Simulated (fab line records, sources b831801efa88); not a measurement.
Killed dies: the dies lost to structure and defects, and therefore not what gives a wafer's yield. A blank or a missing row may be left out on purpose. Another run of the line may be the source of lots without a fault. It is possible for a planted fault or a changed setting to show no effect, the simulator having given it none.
What tool caused it? ; flow gf180mcu ; 14 lots, 41 wafers sampled, at 6 steps of a route of 602

== WHAT EACH GAUGE READ, for each wafer ==
GF_STI_THK_MEAS_02.
lot;measured;on;STI_OXIDATION_THK (nm)
L144;day 1 12:31;filmMetro-01;9.94 9.86 9.65
L145;day 1 19:05;filmMetro-03;9.80 9.80 9.84
L147;day 2 02:31;filmMetro-03;10.06 9.97 9.99
L148;day 2 09:08;filmMetro-01;9.98 9.66 9.63
L149;day 2 12:31;filmMetro-03;9.82 9.88 10.07
L150;day 2 19:26;filmMetro-01;10.07 9.79 9.91
L151;day 2 22:32;filmMetro-01;10.05 9.89
L159;day 4 14:31;filmMetro-03;9.77 9.55 9.71
L160;day 4 19:53;filmMetro-03;9.91 9.98 10.09
L162;day 5 06:32;filmMetro-03;10.06 10.03 10.39
L163;day 5 10:32;filmMetro-04;9.95 10.12 10.15
L164;day 5 16:52;filmMetro-03;10.07 10.09 10.03
L166;day 6 01:31;filmMetro-03;10.01 10.38 10.27
L167;day 6 06:32;filmMetro-01;9.74 9.58 9.93

GF_DUAL_GATE_OVL_MEAS_11.
lot;measured;on;DUAL_GATE_OVL (nm)
L144;day 8 05:48;overlay-01;0.7 2.1 1.0
L145;day 8 14:13;overlay-01;-0.2 2.0 0.7
L147;day 9 01:49;overlay-01;1.8 0.5 0.7
L148;day 9 05:26;overlay-01;0.9 -0.7 -1.7
L149;day 9 15:28;overlay-02;0.5 1.5 0.5
L150;day 10 09:54;overlay-02;-0.2 0.0 0.6
L151;day 10 11:04;overlay-01;0.5 1.5
L159;day 12 12:49;overlay-02;-1.6 -2.2 -3.4
L160;day 12 22:10;overlay-01;-1.5 -1.2 -1.2
L162;day 13 10:49;overlay-02;0.8 -0.5 -0.7
L163;day 13 14:43;overlay-01;0.4 1.2 0.1
L164;day 14 04:19;overlay-02;-1.2 0.8 0.5
L166;day 14 14:30;overlay-01;1.5 1.2 2.9
L167;day 15 02:19;overlay-02;-0.3 -2.1 -2.7

GF_PSD_RS_MEAS_14: uses a four-point probe to measure.
lot;measured;on;NSD_RS (ohm/sq)
L144;day 13 23:17;filmMetro-02;46.12 46.12 46.07
L145;day 14 13:19;filmMetro-02;46.11 46.14 46.09
L147;day 14 22:09;filmMetro-02;46.04 46.06 45.98
L148;day 15 08:02;filmMetro-02;46.03 46.12 46.13
L149;day 15 17:31;filmMetro-02;46.02 40.29 46.19
L150;day 16 16:08;filmMetro-04;46.36 40.52 46.24
L151;day 16 18:44;filmMetro-02;40.33 40.16
L159;day 19 10:14;filmMetro-04;46.18 46.11 46.21
L160;day 19 21:42;filmMetro-04;46.24 46.29 46.35
L162;day 20 13:13;filmMetro-04;46.27 46.22 46.23
L163;day 20 17:50;filmMetro-01;45.91 46.06 46.04
L164;day 21 11:04;filmMetro-01;46.04 46.02 46.10
L166;day 22 03:11;filmMetro-01;46.12 46.09 46.17
L167;day 22 06:32;filmMetro-04;46.18 46.11 46.16

GF_PSD_RS_MEAS_15: uses a four-point probe to measure.
lot;measured;on;PSD_RS (ohm/sq)
L144;day 13 23:25;filmMetro-02;108.3 108.0 108.3
L145;day 14 13:26;filmMetro-02;108.7 108.4 108.7
L147;day 14 22:16;filmMetro-02;108.3 108.2 108.3
L148;day 15 08:09;filmMetro-02;108.5 108.9 108.5
L149;day 15 17:38;filmMetro-02;108.1 97.6 108.2
L150;day 16 16:15;filmMetro-04;109.2 99.1 108.8
L151;day 16 18:52;filmMetro-02;98.2 97.9
L159;day 19 10:21;filmMetro-04;108.9 108.8 109.0
L160;day 19 21:49;filmMetro-04;108.7 108.8 108.7
L162;day 20 13:20;filmMetro-04;108.6 108.9 108.8
L163;day 20 17:57;filmMetro-01;108.4 108.3 108.5
L164;day 21 11:11;filmMetro-01;108.4 108.5 108.8
L166;day 22 03:18;filmMetro-01;108.3 108.6 108.7
L167;day 22 06:39;filmMetro-04;109.0 108.9 108.8

GF_V1_THK_MEAS_03.
lot;measured;on;V1_CVD_02_THK (nm)
L144;day 16 20:06;filmMetro-04;849 858 846
L145;day 17 10:50;filmMetro-04;833 853 867
L147;day 17 20:47;filmMetro-03;831 842 839
L148;day 18 07:46;filmMetro-03;842 863 860
L149;day 18 19:56;filmMetro-01;836 851 850
L150;day 19 19:20;filmMetro-01;859 871 878
L151;day 19 21:38;filmMetro-01;847 863
L159;day 22 13:37;filmMetro-04;838 851 852
L160;day 22 23:37;filmMetro-04;840 853 858
L162;day 23 14:14;filmMetro-04;844 835 862
L163;day 23 19:56;filmMetro-03;838 852 862
L164;day 24 11:47;filmMetro-01;851 852 871
L166;day 25 02:28;filmMetro-03;832 848 856
L167;day 25 06:10;filmMetro-04;835 858 848

== TOOL THAT RAN EACH LOT (tool first, then ch and the chambers of the sampled wafers, then the start) ==
lot;GF_PSD_RTA_13
L144;rtpAnneal-02 ch 0, day 13 23:13
L145;rtpAnneal-01 ch 0, day 14 13:13
L147;rtpAnneal-02 ch 0, day 14 22:04
L148;rtpAnneal-02 ch 0, day 15 07:56
L149;rtpAnneal-02 ch 0, day 15 17:25
L150;rtpAnneal-02 ch 0, day 16 16:03
L151;rtpAnneal-02 ch 0, day 16 18:38
L159;rtpAnneal-01 ch 0, day 19 10:08
L160;rtpAnneal-02 ch 0, day 19 21:37
L162;rtpAnneal-02 ch 0, day 20 13:07
L163;rtpAnneal-02 ch 0, day 20 17:44
L164;rtpAnneal-02 ch 0, day 21 10:58
L166;rtpAnneal-02 ch 0, day 22 03:05
L167;rtpAnneal-01 ch 0, day 22 06:23
- GF_PSD_RTA_13: time 20 s.

== WHAT THE TOOLS THEMSELVES READ (means of the sampled wafers that have a number; where no wafer has one, the mark that the record gives instead) ==
GF_PSD_RTA_13.
lot;tool;lampPowerPct (%);runLengthS (s);wafer_temp_C_max
L144;rtpAnneal-02;43;49.18;1029.4
L145;rtpAnneal-01;33;48.78;1029.4
L147;rtpAnneal-02;43;49.21;1030.1
L148;rtpAnneal-02;43;49.11;1031.2
L149;rtpAnneal-02;43;61.29;1030.0
L150;rtpAnneal-02;43;61.59;1029.6
L151;rtpAnneal-02;43;85.85;1029.8
L159;rtpAnneal-01;33;48.68;1029.4
L160;rtpAnneal-02;43;49.28;1030.2
L162;rtpAnneal-02;43;49.01;1029.5
L163;rtpAnneal-02;43;49.17;1029.7
L164;rtpAnneal-02;43;49.26;1029.8
L166;rtpAnneal-02;43;49.01;1029.1
L167;rtpAnneal-01;33;48.59;1029.1

== THE ANSWER, worked out from the rows above alone ==
Rule: the usual values come from the lots themselves. The widest of any qualifying gaps counts: lots, ordered by their means at a reading, are off when they make up no more than a third of the lots, leave a main group of 4 or more, and stand apart from it by 3 or more times the standard deviation of that group's means. If all means in a main group match to the digits the tables above print for the reading, that group is not used. A lot without any number at a reading at which 4 lots or more have one is off too. The other lots that the step has rows for count as sound. After the gauges, taken in route order, come the tools' own readings; for these a lot's mean is taken, as printed above. At the first step where some lot is off, the reading lying furthest off is the one used; lots without a number count as furthest.
Off: at GF_PSD_RS_MEAS_14 (NSD_RS), L149, L150, L151. Main group: mean 46.12 ohm/sq, sd 0.083.
If a tool, at a process step before that reading, ran all the lots that are off and no sound lot after the first of them, it fits. Not tried: the gauges at GF_PSD_RS_MEAS_14; whatever is off there is also off at GF_PSD_RTA_13, on other tools, and gauge error can't account for it. No candidate that was tried fits.

== WHAT THE SIMULATOR HAD INSERTED ==
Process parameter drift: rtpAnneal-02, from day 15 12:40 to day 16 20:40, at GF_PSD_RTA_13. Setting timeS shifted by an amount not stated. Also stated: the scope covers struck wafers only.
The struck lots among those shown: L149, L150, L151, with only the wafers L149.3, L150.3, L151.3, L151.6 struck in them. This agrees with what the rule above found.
